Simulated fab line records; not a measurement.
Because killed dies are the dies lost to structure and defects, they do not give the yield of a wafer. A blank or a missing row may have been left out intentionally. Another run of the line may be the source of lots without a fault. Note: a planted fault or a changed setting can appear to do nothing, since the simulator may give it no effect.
The tool behind it: which one?    flow gf180mcu    Sampling: 24 lots, 72 wafers, 3 of 602 route steps

## WHAT THE GAUGES READ, wafer by wafer
GF_V2_THK_MEAS_03. Usual: V2_CVD_02_THK gives 852 nm (standard deviation 11).
lot   measured      on             V2_CVD_02_THK (nm)  flag
L074  day 18 23:01  film-metro-02  849 848 859         
L075  day 19 05:13  film-metro-01  832 847 858         
L076  day 19 18:48  film-metro-01  849 870 869         
L077  day 20 00:56  film-metro-01  849 847 849         
L078  day 20 22:08  film-metro-04  838 844 858         
L079  day 20 22:51  film-metro-04  850 852 867         
L080  day 21 09:15  film-metro-01  848 858 859         
L081  day 21 22:39  film-metro-01  843 848 864         
L082  day 22 20:35  film-metro-02  852 865 856         
L083  day 23 05:32  film-metro-04  855 853 859         
L084  day 23 08:37  film-metro-01  861 839 853         
L085  day 23 22:57  film-metro-02  848 867 853         
L086  day 24 02:46  film-metro-04  838 862 851         
L087  day 24 09:38  film-metro-01  855 861 860         
L089  day 24 14:43  film-metro-04  835 862 847         
L088  day 24 21:46  film-metro-02  833 841 844         
L090  day 25 02:15  film-metro-02  855 862 863         
L092  day 25 14:20  film-metro-01  851 859 847         
L091  day 25 16:20  film-metro-01  844 847 855         
L093  day 26 08:41  film-metro-04  855 850 871         
L094  day 26 10:35  film-metro-02  859 877 870         
L095  day 26 13:16  film-metro-01  842 854 853         
L096  day 26 21:18  film-metro-02  874 873 859         
L097  day 27 03:32  film-metro-02  827 829 843         

GF_V2_BOW_MEAS_05. Usual: V2_BOW gives 99 um (standard deviation 8).
lot   measured      on             V2_BOW (um)  flag
L074  day 18 23:22  film-metro-02  94 90 106    
L075  day 19 05:35  film-metro-04  99 87 96     
L076  day 19 19:11  film-metro-04  99 94 91     
L077  day 20 01:19  film-metro-01  88 94 93     
L078  day 20 22:30  film-metro-02  111 101 100  
L079  day 20 23:13  film-metro-04  96 101 102   
L080  day 21 09:38  film-metro-01  116 97 113   
L081  day 21 23:01  film-metro-04  110 99 101   
L082  day 22 20:58  film-metro-02  96 108 95    
L083  day 23 05:53  film-metro-02  108 99 98    
L084  day 23 09:00  film-metro-04  110 114 116  
L085  day 23 23:20  film-metro-04  94 102 95    
L086  day 24 03:14  film-metro-04  93 92 100    
L087  day 24 10:04  film-metro-02  92 101 113   
L089  day 24 15:06  film-metro-02  100 88 96    
L088  day 24 22:11  film-metro-02  94 103 100   
L090  day 25 02:40  film-metro-04  99 98 95     
L092  day 25 15:37  film-metro-02  91 96 106    
L091  day 25 16:42  film-metro-02  104 106 97   
L093  day 26 09:02  film-metro-01  79 102 95    
L094  day 26 10:57  film-metro-01  80 89 86     
L095  day 26 13:50  film-metro-02  94 96 86     
L096  day 26 21:41  film-metro-01  100 104 85   
L097  day 27 04:04  film-metro-04  99 85 96     

GF_V4_RS_MEAS_24: measures by four-point-probe. Usual: V4_W_RS gives 0.329 ohm/sq (standard deviation 0.0036).
lot   measured      on             V4_W_RS (ohm/sq)   flag
L074  day 24 05:00  film-metro-01  0.334 0.330 0.330  
L075  day 24 09:16  film-metro-01  0.333 0.332 0.335  
L076  day 24 22:26  film-metro-01  0.332 0.330 0.332  
L077  day 25 04:25  film-metro-04  0.336 0.330 0.331  
L078  day 25 22:05  film-metro-04  0.324 0.319 0.322  
L079  day 26 00:19  film-metro-01  0.325 0.327 0.324  
L080  day 26 08:47  film-metro-02  0.329 0.329 0.328  
L081  day 26 20:13  film-metro-02  0.325 0.326 0.326  
L082  day 27 15:16  film-metro-02  0.325 0.328 0.326  
L083  day 27 23:37  film-metro-01  0.326 0.326 0.326  
L084  day 28 01:51  film-metro-04  0.323 0.321 0.325  
L085  day 28 15:14  film-metro-04  0.337 0.335 0.331  
L086  day 28 18:41  film-metro-04  0.329 0.331 0.328  
L087  day 29 00:10  film-metro-04  0.327 0.326 0.330  
L089  day 29 03:44  film-metro-02  0.334 0.328 0.332  
L088  day 29 10:01  film-metro-02  0.332 0.330 0.328  
L090  day 29 15:55  film-metro-02  0.334 0.334 0.332  
L092  day 30 01:51  film-metro-04  0.333 0.330 0.333  
L091  day 30 03:25  film-metro-02  0.325 0.326 0.324  
L093  day 30 16:41  film-metro-01  0.334 0.327 0.328  
L094  day 30 18:32  film-metro-02  0.329 0.327 0.329  
L095  day 30 21:04  film-metro-04  0.331 0.333 0.328  
L096  day 31 03:41  film-metro-01  0.329 0.328 0.329  
L097  day 31 10:08  film-metro-01  0.324 0.324 0.326  

## WHAT TOOL EACH LOT RAN ON (gives the tool, then ch and the chambers of the sampled wafers, and finally the start)
Record: no process step prior to these readings.

## AS READ BY THE TOOLS THEMSELVES (means over the sampled wafers that have a number; for cases with no such wafer, the mark the record gives instead)
The record holds no such reading with a usual standard deviation.

## THE ANSWER, worked out from the rows above alone
Rule: take the mean of a lot's wafers that have a number; if it is more than 3 standard deviations from the usual mean, the lot is off. A lot without any number at a reading at which 4 lots or more have one is off too. Any other lot the step has rows for is counted as sound. Order of review: gauges by route order, followed by the tools' own readings, for which a lot's mean as printed above is used. The first step at which some lot is off is used, and at that step the reading that is off furthest; a lot without a number counts as furthest.
No lot is off at any reading shown: from this, nothing can be told.

## WHAT HAD BEEN PUT IN BY THE SIMULATOR
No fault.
